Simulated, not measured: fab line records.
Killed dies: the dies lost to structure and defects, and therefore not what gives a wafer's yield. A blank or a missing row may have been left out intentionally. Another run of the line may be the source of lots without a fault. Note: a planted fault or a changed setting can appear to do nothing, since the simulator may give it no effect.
What tool caused it? ; flow sky130 ; 36 wafers from 12 lots sampled at 5 of the route's 708 steps

== WHAT EACH GAUGE READ, for each wafer ==
SKY_POLY_GATE_CD_MEAS_13: the cd target is 150 nm.
lot;measured;on;cd nm (nm)
L256;day 16 14:25;cd sem-01;149.6 148.8 148.5
L257;day 16 18:16;cd sem-02;150.8 152.7 150.3
L258;day 16 23:41;cd sem-01;150.7 149.2 149.8
L259;day 17 16:10;cd sem-02;150.7 151.2 152.3
L261;day 17 20:56;cd sem-01;150.7 150.5 150.6
L264;day 20 09:19;cd sem-01;149.9 149.5 148.7
L266;day 20 10:26;cd sem-01;148.7 148.3 148.5
L267;day 20 10:46;cd sem-02;148.9 148.4 148.8
L268;day 21 06:02;cd sem-01;148.7 148.0 149.5
L273;day 23 03:23;cd sem-02;148.1 147.8 147.8
L274;day 23 07:35;cd sem-01;149.6 150.0 150.5
L275;day 23 14:10;cd sem-02;153.1 151.6 152.2

SKY_LDD_P_OVL_MEAS_08.
lot;measured;on;LDD_P_OVL (nm)
L256;day 19 03:18;overlay-02;-0.1 1.4 -0.5
L257;day 19 07:13;overlay-02;1.4 -0.1 3.0
L258;day 19 16:10;overlay-01;-3.1 -1.9 -0.4
L259;day 20 12:06;overlay-01;-1.3 -2.2 -1.8
L261;day 20 12:25;overlay-02;-0.8 -1.1 -1.8
L264;day 23 02:18;overlay-01;-1.1 -0.8 2.0
L266;day 23 08:25;overlay-02;1.9 0.1 1.1
L267;day 23 03:44;overlay-02;-0.3 -0.2 -2.4
L268;day 23 22:10;overlay-01;2.1 -1.2 -1.2
L273;day 25 18:55;overlay-02;-2.0 -0.4 -1.9
L274;day 25 21:53;overlay-02;1.0 1.5 -1.4
L275;day 26 04:50;overlay-02;-1.7 -1.3 -1.9

SKY_LDD_HVN_TW_MEAS_10.
lot;measured;on;LDD_HVN_TW
L256;day 20 10:22;film metro-03;1415 1420 1417
L257;day 20 14:08;film metro-01;1443 1447 1438
L258;day 20 23:09;film metro-04;1467 1453 1455
L259;day 21 18:52;film metro-03;1416 1424 1419
L261;day 21 19:34;film metro-04;1445 1456 1447
L264;day 24 08:55;film metro-03;1421 1415 1406
L266;day 24 14:35;film metro-04;1458 1449 1460
L267;day 24 10:10;film metro-01;1427 1419 1425
L268;day 25 04:05;film metro-03;1425 1429 1420
L273;day 27 00:29;film metro-04;2896 2912 2901
L274;day 27 02:59;film metro-03;2801 2831 2812
L275;day 27 10:01;film metro-04;1463 1455 1454

== WHAT TOOL EACH LOT RAN ON (gives the tool, then ch and the chambers of the sampled wafers, and finally the start) ==
lot;SKY_LDD_HVN_IMPLANT_08;SKY_LDD_HVN_STRIP_09
L256;implanter-01 ch 0, day 20 10:07;plasma asher-01 ch 1, day 20 10:16
L257;implanter-03 ch 0, day 20 13:55;plasma asher-02 ch 0,1, day 20 14:03
L258;implanter-01 ch 0, day 20 22:56;plasma asher-01 ch 0,1, day 20 23:03
L259;implanter-02 ch 0, day 21 18:37;plasma asher-01 ch 0,1, day 21 18:46
L261;implanter-02 ch 0, day 21 19:20;plasma asher-01 ch 0,1, day 21 19:27
L264;implanter-02 ch 0, day 24 08:40;plasma asher-04 ch 0,1, day 24 08:49
L266;implanter-01 ch 0, day 24 14:20;plasma asher-04 ch 0,1, day 24 14:28
L267;implanter-02 ch 0, day 24 09:55;plasma asher-02 ch 0,1, day 24 10:04
L268;implanter-02 ch 0, day 25 03:53;plasma asher-02 ch 0,1, day 25 03:59
L273;implanter-02 ch 0, day 27 00:17;plasma asher-01 ch 0,1, day 27 00:23
L274;implanter-02 ch 0, day 27 02:44;plasma asher-02 ch 0,1, day 27 02:52
L275;implanter-01 ch 0, day 27 09:46;plasma asher-02 ch 0,1, day 27 09:55
- SKY_LDD_HVN_IMPLANT_08
- SKY_LDD_HVN_STRIP_09: strips in O2/N2.

== AS READ BY THE TOOLS THEMSELVES (means over the sampled wafers that have a number; for cases with no such wafer, the mark the record gives instead) ==
SKY_LDD_HVN_IMPLANT_08.
lot;tool;dose ions cm2;end station pressure torr (Torr);faraday current uA
L256;implanter-01;3e+13;5.22e-06;169
L257;implanter-03;3e+13;5.18e-06;168
L258;implanter-01;3e+13;5.03e-06;168
L259;implanter-02;3e+13;5.14e-06;169
L261;implanter-02;3e+13;5.16e-06;168
L264;implanter-02;3e+13;5.11e-06;170
L266;implanter-01;3e+13;5.09e-06;166
L267;implanter-02;3e+13;5.22e-06;169
L268;implanter-02;3e+13;5.03e-06;170
L273;implanter-02;3e+14;6.12e-06;1541
L274;implanter-02;3e+14;6.16e-06;1503
L275;implanter-01;3e+13;5.22e-06;169

SKY_LDD_HVN_STRIP_09.
lot;tool;drypump motor current A (A);oes product au (a.u.);strip time to endpoint s (s)
L256;plasma asher-01;5.6;0.412;4.143
L257;plasma asher-02;6.3;0.404;4.143
L258;plasma asher-01;5.4;0.412;4.133
L259;plasma asher-01;5.2;0.407;4.108
L261;plasma asher-01;5.1;0.406;4.134
L264;plasma asher-04;5.3;0.411;4.130
L266;plasma asher-04;5.3;0.406;4.139
L267;plasma asher-02;6.3;0.413;4.149
L268;plasma asher-02;5.8;0.404;4.143
L273;plasma asher-01;5.4;0.412;4.139
L274;plasma asher-02;5.8;0.404;4.122
L275;plasma asher-02;5.8;0.404;4.146

== THE ANSWER, worked out from the rows above alone ==
Rule: the lots themselves supply what counts as usual. Put in order of their means at a reading, lots are off if they are a third of the lots or fewer, leave a main group of 4 or more, and stand apart from it by a gap of 3 or more times the standard deviation of the main group's means; of several such gaps the widest counts. A main group whose means are all the same, to the digits that the tables above print for the reading, isn't used. Also off: a lot with no number at a reading for which 4 or more lots have one. Where the step has rows for the other lots, those lots are counted as sound. The gauges are gone through in route order, then the tools' own readings, and for those a lot's mean is taken as printed above. At the first step where some lot is off, the reading lying furthest off is the one used; lots without a number count as furthest.
Off: at SKY_LDD_HVN_TW_MEAS_10 (LDD_HVN_TW), L273, L274. For the main group the mean is 1436 and the standard deviation 17.
A tool fits if, at a process step before that reading, it ran every lot that is off, and no sound lot after the first of them. The gauges at SKY_LDD_HVN_TW_MEAS_10 aren't tried: what is off there is off at SKY_LDD_HVN_IMPLANT_08 too, on other tools, and a gauge's error can't cause that. One candidate fits, namely implanter-02 at SKY_LDD_HVN_IMPLANT_08. A fault onset in the window from L268 (day 25 03:53, its last sound lot) to L273 (day 27 00:17, its first lot off) fits.
The tool's own readings at SKY_LDD_HVN_IMPLANT_08 bear it out: on the lots that are off they differ by more than 5 times the standard deviation of the sound lots' means. dose ions cm2 reads 3e+14 there against 3e+13 on the sound lots; end station pressure torr reads 6.14e-06 Torr there against 5.14e-06 Torr on the sound lots; faraday current uA reads 1522 there against 169 on the sound lots.

== WHAT THE SIMULATOR PUT IN ==
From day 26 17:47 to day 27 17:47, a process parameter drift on implanter-02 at SKY_LDD_HVN_IMPLANT_08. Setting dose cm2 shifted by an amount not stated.
Struck lots among those shown: L273, L274. The rule above reached the same finding.
